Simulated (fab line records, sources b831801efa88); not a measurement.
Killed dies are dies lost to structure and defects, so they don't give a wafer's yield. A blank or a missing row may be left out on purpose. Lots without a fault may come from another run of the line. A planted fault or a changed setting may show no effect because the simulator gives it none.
fab line records | flow sky130
record lots=24 wafers=72 last_day=50
route steps=708 shown POLY_GATE@205 METAL2@486 VIA3@574 METAL4@630 PAD_OPEN@707
lots that met no fault: from a run of the same line without faults
start_h: hours from the record's first day to the start of the lot's first wafer shown | wait_h: hours since the lot's step before | " the same as in the row above | L1.1+2: a row that stands for several wafers | - no value, or no start given | * or withheld: withheld | < > ~ a bound
route shown NAME@n: a module of which the file shows steps, and the number in the route of the first | usual: mean/standard deviation of fault-free wafers | same: alike in all rows | chamber/n: place in a boat | sites: the reading at each site | _std_site: their standard deviation | _edge_site: outer sites' mean less inner sites' | radius_mm: how far each site lies from the wafer's centre | mask NAME#n: copy n | behind: the tool/chamber that last shaped the wafer | hold: why the lot was held/for how many hours/how that ended | device: the transistor (n, p or np) that didn't switch | end of line: the same wafers' tests at the end of the route | a step without rows: its recipe alone | killed: dies lost to structure and defects at the first sort, not the wafer's yield | map: a wafer's dies, x killed, . not, _ none there
set.NAME: the setting as run; set.NAME@STEP: as run at that earlier step | model.NAME: the simulator's own value behind a step, which no gauge read
steps of the route over a sample of lots; a table a step, a row a wafer
services: from which hour (start_h, from the record's first day; less than 0 if before it) a tool's chamber was out of use, for how many hours, and why
## steps
# step SKY_POLY_GATE_THK_MEAS_01
# recipe reads=poly-Si_of_POLY_GATE_CVD_00
# usual POLY_GATE_CVD_00_THK=180.2/1.7
# columns lot.wafer tool chamber start_h wait_h POLY_GATE_CVD_00_THK[nm]
L074.2 film_metro-03 - 306.17 0.0 180.4
L074.4 " - " " 181.8
L074.5 " - " " 180.3
L075.1 film_metro-03 - 319.54 0.0 178.9
L075.4 " - " " 179.0
L075.6 " - " " 180.3
L076.3 film_metro-04 - 327.27 0.0 179.2
L076.4 " - " " 179.7
L076.5 " - " " 178.9
L077.1 film_metro-01 - 339.15 0.0 179.2
L077.4 " - " " 180.0
L077.5 " - " " 179.5
L078.4 film_metro-03 - 350.63 0.0 176.8
L078.5 " - " " 176.1
L078.6 " - " " 176.5
L079.2 film_metro-04 - 363.07 0.0 180.2
L079.4 " - " " 181.3
L079.6 " - " " 181.3
L080.1 film_metro-03 - 369.36 0.0 179.1
L080.5 " - " " 179.7
L080.6 " - " " 178.0
L081.1 film_metro-04 - 369.36 0.0 177.7
L081.2 " - " " 178.0
L081.5 " - " " 177.4
L082.1 film_metro-03 - 380.25 0.0 180.0
L082.3 " - " " 181.0
L082.5 " - " " 180.5
L083.4 film_metro-04 - 389.99 0.0 183.1
L083.5 " - " " 183.9
L083.6 " - " " 182.5
L084.1 film_metro-04 - 403.84 0.0 180.2
L084.3 " - " " 179.7
L084.4 " - " " 180.2
L085.2 film_metro-03 - 408.28 0.0 182.1
L085.3 " - " " 181.2
L085.6 " - " " 183.1
L086.1 film_metro-03 - 413.14 0.0 179.8
L086.4 " - " " 181.9
L086.6 " - " " 181.3
L087.1 film_metro-04 - 422.69 0.0 182.5
L087.2 " - " " 181.7
L087.4 " - " " 183.2
L088.2 film_metro-01 - 429.42 0.0 180.5
L088.4 " - " " 179.8
L088.5 " - " " 180.6
L089.3 film_metro-01 - 440.53 0.0 181.1
L089.5 " - " " 180.8
L089.6 " - " " 179.5
L090.1 film_metro-03 - 444.97 0.0 180.9
L090.4 " - " " 179.3
L090.5 " - " " 182.2
L091.2 film_metro-01 - 454.60 0.0 178.3
L091.3 " - " " 178.9
L091.6 " - " " 178.4
L092.1 film_metro-03 - 465.62 0.0 180.0
L092.2 " - " " 181.3
L092.3 " - " " 180.4
L093.1 film_metro-04 - 474.37 0.0 181.9
L093.3 " - " " 182.4
L093.5 " - " " 183.4
L094.1 film_metro-01 - 477.73 0.0 178.3
L094.4 " - " " 178.6
L094.6 " - " " 178.7
L095.2 film_metro-04 - 491.34 0.0 182.1
L095.3 " - " " 183.3
L095.6 " - " " 183.3
L096.1 film_metro-01 - 495.82 0.0 177.9
L096.2 " - " " 178.5
L096.3 " - " " 177.4
L097.4 film_metro-04 - 506.07 0.0 179.1
L097.5 " - " " 180.7
L097.6 " - " " 181.5
# step SKY_METAL2_SPUTTER_03
# recipe material=Ti target_thk_nm=5 power_w=3000 time_s=3.3 chamber_pressure_pa=0.4
# usual throttle_valve_pct=29.6/0.81
# columns lot.wafer tool chamber start_h wait_h throttle_valve_pct
L074.2 pvd_sputter-02 - 791.14 0.0 30.2
L074.4 " - " " 29.0
L074.5 " - " " 30.1
L075.1 pvd_sputter-01 - 806.66 0.0 29.3
L075.4 " - " " 30.3
L075.6 " - " " 30.4
L076.3 pvd_sputter-01 - 812.82 0.0 30.2
L076.4 " - " " 28.2
L076.5 " - " " 29.2
L077.1 pvd_sputter-02 - 822.99 0.0 29.0
L077.4 " - " " 29.8
L077.5 " - " " 30.1
L078.4 pvd_sputter-04 - 837.74 0.0 29.6
L078.5 " - " " 29.9
L078.6 " - " " 29.7
L079.2 pvd_sputter-02 - 846.51 0.0 30.6
L079.4 " - " " 28.9
L079.6 " - " " 29.0
L080.1 pvd_sputter-02 - 853.90 0.0 28.6
L080.5 " - " " 29.7
L080.6 " - " " 29.1
L081.1 pvd_sputter-04 - 854.20 0.0 29.7
L081.2 " - " " 31.9
L081.5 " - " " 29.9
L082.1 pvd_sputter-02 - 864.08 0.0 30.0
L082.3 " - " " 28.9
L082.5 " - " " 28.5
L083.4 pvd_sputter-04 - 869.07 0.0 29.9
L083.5 " - " " 29.7
L083.6 " - " " 29.7
L084.1 pvd_sputter-04 - 884.44 0.0 29.7
L084.3 " - " " 31.8
L084.4 " - " " 29.5
L085.2 pvd_sputter-01 - 886.09 0.0 28.9
L085.3 " - " " 30.6
L085.6 " - " " 28.6
L086.1 pvd_sputter-02 - 893.94 0.0 30.3
L086.4 " - " " 29.1
L086.6 " - " " 28.4
L087.1 pvd_sputter-04 - 899.51 0.0 31.7
L087.2 " - " " 29.7
L087.4 " - " " 29.7
L088.2 pvd_sputter-02 - 905.35 0.0 28.8
L088.4 " - " " 30.1
L088.5 " - " " 30.0
L089.3 pvd_sputter-02 - 911.44 0.0 29.7
L089.5 " - " " 28.7
L089.6 " - " " 28.9
L090.1 pvd_sputter-02 - 914.58 0.0 28.5
L090.4 " - " " 28.8
L090.5 " - " " 28.8
L091.2 pvd_sputter-01 - 921.71 0.0 30.2
L091.3 " - " " 28.3
L091.6 " - " " 30.4
L092.1 pvd_sputter-02 - 934.35 0.0 28.5
L092.2 " - " " 29.9
L092.3 " - " " 28.8
L093.1 pvd_sputter-01 - 937.32 0.0 28.9
L093.3 " - " " 30.6
L093.5 " - " " 28.3
L094.1 pvd_sputter-01 - 945.11 0.0 28.1
L094.4 " - " " 30.5
L094.6 " - " " 30.2
L095.2 pvd_sputter-04 - 954.13 0.0 29.8
L095.3 " - " " 30.0
L095.6 " - " " 29.7
L096.1 pvd_sputter-04 - 956.63 0.0 29.8
L096.2 " - " " 31.7
L096.3 " - " " 29.7
L097.4 pvd_sputter-02 - 962.57 0.0 28.4
L097.5 " - " " 30.3
L097.6 " - " " 29.8
# step SKY_METAL2_DESCUM_17
# recipe chemistry=O2 source_power_w=150 bias_power_w=0 pressure_mtorr=10 temp_c=40 time_s=8
# usual drypump_motor_current_A=5.5/0.52 oes_product_au=1.005/0.0097 rf_fwd_power_W=146.7/0.76
# columns lot.wafer tool chamber start_h wait_h drypump_motor_current_A oes_product_au rf_fwd_power_W rf_hours_counter_h
L074.2 rie_metal-02 1 818.31 0.0 6.3 1.003 147.7 2
L074.4 " 0 " " 6.0 1.015 147.6 -
L074.5 " 1 " " 6.3 0.997 147.6 -
L075.1 rie_metal-03 1 832.21 0.0 5.8 1.000 145.0 4
L075.4 " 0 " " 5.0 0.994 146.7 -
L075.6 " 0 " " 5.0 1.012 145.6 -
L076.3 rie_metal-01 1 839.45 0.0 4.9 1.000 146.6 -
L076.4 " 0 " " 5.2 1.012 144.6 -
L076.5 " 1 " " 4.9 1.004 147.9 -
L077.1 rie_metal-03 0 849.69 0.0 5.0 1.011 146.3 1
L077.4 " 1 " " 5.8 1.010 145.9 -
L077.5 " 1 " " 5.8 1.006 146.2 -
L078.4 rie_metal-02 1 864.25 0.0 6.3 0.984 147.1 -
L078.5 " 1 " " 6.3 0.988 147.8 -
L078.6 " 0 " " 6.0 0.999 146.6 -
L079.2 rie_metal-01 0 873.31 0.0 5.3 1.011 146.4 6
L079.4 " 0 " " 5.3 1.009 145.7 -
L079.6 " 0 " " 5.3 1.007 146.0 -
L080.1 rie_metal-01 0 880.26 0.0 5.3 1.006 145.0 6
L080.5 " 0 " " 5.2 1.003 145.9 -
L080.6 " 1 " " 4.9 0.992 146.5 -
L081.1 rie_metal-02 1 880.46 0.0 6.4 1.000 147.9 5
L081.2 " 0 " " 5.9 1.008 147.9 10
L081.5 " 0 " " 6.0 1.000 147.6 -
L082.1 rie_metal-03 0 889.86 0.0 5.0 1.019 146.3 3
L082.3 " 1 " " 5.8 1.017 146.4 -
L082.5 " 0 " " 5.0 1.025 146.6 -
L083.4 rie_metal-03 0 894.95 0.0 5.0 1.007 146.3 -
L083.5 " 0 " " 5.0 1.014 146.4 -
L083.6 " 1 " " 5.8 1.017 146.2 -
L084.1 rie_metal-01 1 909.36 0.0 4.9 0.993 147.0 13
L084.3 " 1 " " 4.9 0.997 147.8 -
L084.4 " 0 " " 5.2 1.013 146.4 -
L085.2 rie_metal-03 0 912.01 0.0 5.0 1.013 146.1 4
L085.3 " 1 " " 5.9 1.017 146.5 -
L085.6 " 1 " " 5.8 1.010 146.7 -
L086.1 rie_metal-03 1 919.21 0.0 5.8 1.009 146.2 8
L086.4 " 1 " " 5.8 1.009 146.5 -
L086.6 " 0 " " 4.9 1.011 145.7 -
L087.1 rie_metal-01 0 925.06 0.0 5.3 1.009 145.4 8
L087.2 " 1 " " 4.8 0.994 147.1 13
L087.4 " 0 " " 5.3 1.005 145.6 -
L088.2 rie_metal-01 0 930.71 0.0 5.2 1.004 146.5 8
L088.4 " 0 " " 5.2 1.010 145.9 -
L088.5 " 0 " " 5.2 1.002 145.6 -
L089.3 rie_metal-03 1 937.07 0.0 5.8 1.003 146.1 -
L089.5 " 1 " " 5.8 1.011 146.3 -
L089.6 " 0 " " 5.0 0.996 146.9 -
L090.1 rie_metal-01 0 939.66 0.0 5.3 0.995 146.8 8
L090.4 " 0 " " 5.3 1.007 146.3 -
L090.5 " 0 " " 5.3 1.005 145.9 -
L091.2 rie_metal-01 1 946.71 0.0 4.9 0.992 148.1 14
L091.3 " 0 " " 5.2 0.998 146.4 -
L091.6 " 1 " " 4.9 0.986 147.4 -
L092.1 rie_metal-03 1 959.31 0.0 5.8 1.020 146.1 9
L092.2 " 0 " " 5.0 1.012 146.5 6
L092.3 " 0 " " 5.0 1.018 146.3 -
L093.1 rie_metal-02 1 962.61 0.0 6.4 1.009 147.9 9
L093.3 " 0 " " 6.0 1.016 148.0 -
L093.5 " 1 " " 6.4 0.998 148.0 -
L094.1 rie_metal-01 0 970.51 0.0 5.2 1.011 146.6 10
L094.4 " 0 " " 5.2 1.014 146.5 -
L094.6 " 1 " " 4.9 0.998 147.4 -
L095.2 rie_metal-01 0 979.26 0.0 5.3 1.004 146.3 10
L095.3 " 1 " " 4.9 0.995 146.7 -
L095.6 " 1 " " 4.9 0.985 146.9 -
L096.1 rie_metal-02 1 982.11 0.0 6.3 0.980 147.1 11
L096.2 " 0 " " 6.0 1.001 147.5 15
L096.3 " 1 " " 6.4 0.995 147.3 -
L097.4 rie_metal-02 0 987.20 0.0 6.0 1.003 147.7 -
L097.5 " 0 " " 6.0 1.012 147.3 -
L097.6 " 1 " " 6.3 0.985 147.7 -
# step SKY_VIA3_THK_MEAS_01
# recipe reads=SiO2_of_VIA3_HDPCVD_00
# usual VIA3_HDPCVD_THK=1633/16
# columns lot.wafer tool chamber start_h wait_h VIA3_HDPCVD_THK[nm]
L074.2 film_metro-03 - 901.20 0.1 1665
L074.4 " - " " 1628
L074.5 " - " " 1660
L075.1 film_metro-03 - 916.01 0.1 1621
L075.4 " - " " 1622
L075.6 " - " " 1639
L076.3 film_metro-03 - 920.85 0.1 1637
L076.4 " - " " 1620
L076.5 " - " " 1638
L077.1 film_metro-03 - 931.93 0.1 1637
L077.4 " - " " 1641
L077.5 " - " " 1633
L078.4 film_metro-03 - 945.71 0.0 1660
L078.5 " - " " 1664
L078.6 " - " " 1668
L079.2 film_metro-04 - 954.61 0.2 1652
L079.4 " - " " 1629
L079.6 " - " " 1624
L081.1 film_metro-04 - 959.05 0.1 1658
L081.2 " - " " 1648
L081.5 " - " " 1646
L080.1 film_metro-03 - 960.42 0.1 1640
L080.5 " - " " 1651
L080.6 " - " " 1641
L082.1 film_metro-01 - 970.01 0.1 1623
L082.3 " - " " 1621
L082.5 " - " " 1640
L083.4 film_metro-04 - 973.22 0.0 1621
L083.5 " - " " 1641
L083.6 " - " " 1618
L084.1 film_metro-01 - 988.65 0.1 1608
L084.3 " - " " 1614
L084.4 " - " " 1616
L085.2 film_metro-04 - 990.57 0.1 1632
L085.3 " - " " 1607
L085.6 " - " " 1637
L086.1 film_metro-03 - 998.20 0.1 1601
L086.4 " - " " 1639
L086.6 " - " " 1602
L087.1 film_metro-01 - 1002.85 0.1 1604
L087.2 " - " " 1623
L087.4 " - " " 1595
L088.2 film_metro-03 - 1008.69 0.1 1617
L088.4 " - " " 1646
L088.5 " - " " 1646
L089.3 film_metro-03 - 1014.68 0.1 1627
L089.5 " - " " 1634
L089.6 " - " " 1616
L090.1 film_metro-03 - 1016.72 0.1 1629
L090.4 " - " " 1643
L090.5 " - " " 1612
L091.2 film_metro-03 - 1024.57 0.1 1652
L091.3 " - " " 1632
L091.6 " - " " 1632
L092.1 film_metro-04 - 1035.62 0.1 1631
L092.2 " - " " 1610
L092.3 " - " " 1617
L093.1 film_metro-04 - 1039.95 0.2 1659
L093.3 " - " " 1656
L093.5 " - " " 1651
L094.1 film_metro-03 - 1046.03 0.2 1645
L094.4 " - " " 1615
L094.6 " - " " 1624
L095.2 film_metro-04 - 1053.96 0.1 1657
L095.3 " - " " 1620
L095.6 " - " " 1612
L096.1 film_metro-01 - 1056.10 0.1 1666
L096.2 " - " " 1629
L096.3 " - " " 1630
L097.4 film_metro-04 - 1061.03 0.0 1627
L097.5 " - " " 1632
L097.6 " - " " 1614
# step SKY_METAL4_OVL_MEAS_14
# usual METAL4_OVL=1/5
# columns lot.wafer tool chamber start_h wait_h METAL4_OVL[nm]
L074.2 overlay-01 - 979.58 0.1 -3
L074.4 " - " " -4
L074.5 " - " " 0
L075.1 overlay-02 - 992.48 0.1 -7
L075.4 " - " " -3
L075.6 " - " " -6
L076.3 overlay-01 - 997.44 0.1 13
L076.4 " - " " 14
L076.5 " - " " 6
L077.1 overlay-02 - 1008.38 0.1 3
L077.4 " - " " 8
L077.5 " - " " -1
L078.4 overlay-02 - 1022.47 0.1 0
L078.5 " - " " -3
L078.6 " - " " -1
L079.2 overlay-01 - 1029.98 0.1 -2
L079.4 " - " " 1
L079.6 " - " " 3
L081.1 overlay-01 - 1033.98 0.1 -2
L081.2 " - " " -2
L081.5 " - " " 3
L080.1 overlay-02 - 1034.68 0.1 -1
L080.5 " - " " 2
L080.6 " - " " 8
L082.1 overlay-01 - 1043.50 0.1 8
L082.3 " - " " 3
L082.5 " - " " 3
L083.4 overlay-02 - 1046.77 0.1 7
L083.5 " - " " 3
L083.6 " - " " 0
L084.1 overlay-02 - 1061.50 0.1 1
L084.3 " - " " 2
L084.4 " - " " -2
L085.2 overlay-01 - 1062.66 0.1 -1
L085.3 " - " " -1
L085.6 " - " " 0
L086.1 overlay-02 - 1070.60 0.1 5
L086.4 " - " " -1
L086.6 " - " " 2
L087.1 overlay-01 - 1074.18 0.1 3
L087.2 " - " " -6
L087.4 " - " " -3
L088.2 overlay-02 - 1078.34 0.1 3
L088.4 " - " " -3
L088.5 " - " " -2
L089.3 overlay-01 - 1085.29 0.1 -12
L089.5 " - " " -10
L089.6 " - " " -1
L090.1 overlay-02 - 1085.93 0.1 2
L090.4 " - " " -1
L090.5 " - " " 4
L091.2 overlay-02 - 1092.49 0.1 4
L091.3 " - " " 5
L091.6 " - " " -5
L092.1 overlay-02 - 1101.25 0.1 4
L092.2 " - " " 3
L092.3 " - " " 12
L093.1 overlay-01 - 1104.68 0.1 -1
L093.3 " - " " -2
L093.5 " - " " -3
L094.1 overlay-02 - 1109.98 0.1 3
L094.4 " - " " 9
L094.6 " - " " 7
L095.2 overlay-01 - 1116.38 0.1 0
L095.3 " - " " 6
L095.6 " - " " 2
L096.1 overlay-01 - 1119.15 0.1 9
L096.2 " - " " 0
L096.3 " - " " 8
L097.4 overlay-02 - 1124.40 0.1 5
L097.5 " - " " 12
L097.6 " - " " 4
# step SKY_PAD_OPEN_BOW_MEAS_13
# recipe mode=bow
# usual PAD_OPEN_BOW=47/8.8
# columns lot.wafer tool chamber start_h wait_h PAD_OPEN_BOW[um]
L074.2 film_metro-03 - 1077.90 - 33
L074.4 " - " " 28
L074.5 " - " " 30
L075.1 film_metro-02 - 1088.88 - 55
L075.4 " - " " 66
L075.6 " - " " 68
L076.3 film_metro-03 - 1092.76 - 42
L076.4 " - " " 49
L076.5 " - " " 31
L077.1 film_metro-04 - 1100.08 - 50
L077.4 " - " " 46
L077.5 " - " " 46
L078.4 film_metro-02 - 1111.10 - 41
L078.5 " - " " 44
L078.6 " - " " 38
L079.2 film_metro-03 - 1118.16 - 54
L079.4 " - " " 64
L079.6 " - " " 58
L081.1 film_metro-04 - 1122.89 - 42
L081.2 " - " " 48
L081.5 " - " " 46
L080.1 film_metro-02 - 1123.53 - 41
L080.5 " - " " 34
L080.6 " - " " 63
L082.1 film_metro-03 - 1131.43 - 47
L082.3 " - " " 64
L082.5 " - " " 41
L083.4 film_metro-04 - 1135.35 - 58
L083.5 " - " " 64
L083.6 " - " " 55
L084.1 film_metro-03 - 1149.21 - 55
L084.3 " - " " 57
L084.4 " - " " 54
L085.2 film_metro-03 - 1149.58 - 32
L085.3 " - " " 48
L085.6 " - " " 35
L086.1 film_metro-02 - 1157.40 - 44
L086.4 " - " " 33
L086.6 " - " " 37
L087.1 film_metro-04 - 1160.65 - 53
L087.2 " - " " 46
L087.4 " - " " 45
L088.2 film_metro-04 - 1163.25 - 59
L088.4 " - " " 40
L088.5 " - " " 49
L089.3 film_metro-04 - 1168.80 - 40
L089.5 " - " " 42
L089.6 " - " " 29
L090.1 film_metro-02 - 1169.76 - 40
L090.4 " - " " 45
L090.5 " - " " 37
L091.2 film_metro-03 - 1176.98 - 46
L091.3 " - " " 62
L091.6 " - " " 49
L092.1 film_metro-04 - 1182.49 - 40
L092.2 " - " " 40
L092.3 " - " " 46
L093.1 film_metro-03 - 1184.96 - 42
L093.3 " - " " 45
L093.5 " - " " 45
L094.1 film_metro-03 - 1188.89 - 48
L094.4 " - " " 36
L094.6 " - " " 39
L095.2 film_metro-04 - 1194.93 - 42
L095.3 " - " " 44
L095.6 " - " " 49
L096.1 film_metro-02 - 1196.76 - 41
L096.2 " - " " 46
L096.3 " - " " 58
L097.4 film_metro-03 - 1200.60 - 50
L097.5 " - " " 57
L097.6 " - " " 47
## services
# columns tool chamber start_h hours kind
pvd_sputter-01 1 781.93 - consumable_replace:kit
pvd_sputter-01 1 781.93 18.0 scheduled_down
pvd_sputter-01 1 781.93 18.0 vent_cycle
pvd_sputter-02 3 789.53 - consumable_replace:kit
pvd_sputter-02 3 789.53 18.0 scheduled_down
pvd_sputter-02 3 789.53 18.0 vent_cycle
pvd_sputter-04 - 793.10 5.7 repair
rie_metal-03 0 803.54 - clean
rie_metal-03 0 803.54 20.4 scheduled_down
rie_metal-03 0 803.54 20.4 vent_cycle
pvd_sputter-04 3 832.59 - consumable_replace:kit
pvd_sputter-04 3 832.59 18.0 scheduled_down
pvd_sputter-04 3 832.59 18.0 vent_cycle
pvd_sputter-01 - 836.52 16.7 repair
rie_metal-01 0 850.49 3.7 repair
pvd_sputter-04 - 857.26 1.2 repair
pvd_sputter-02 - 860.26 2.4 repair
rie_metal-03 - 873.94 1.0 repair
rie_metal-01 - 883.66 4.3 pm
rie_metal-02 0 936.27 11.3 repair
rie_metal-01 1 936.99 5.2 repair
rie_metal-01 - 943.99 0.8 repair
pvd_sputter-01 - 973.72 3.7 repair
## key
fault none
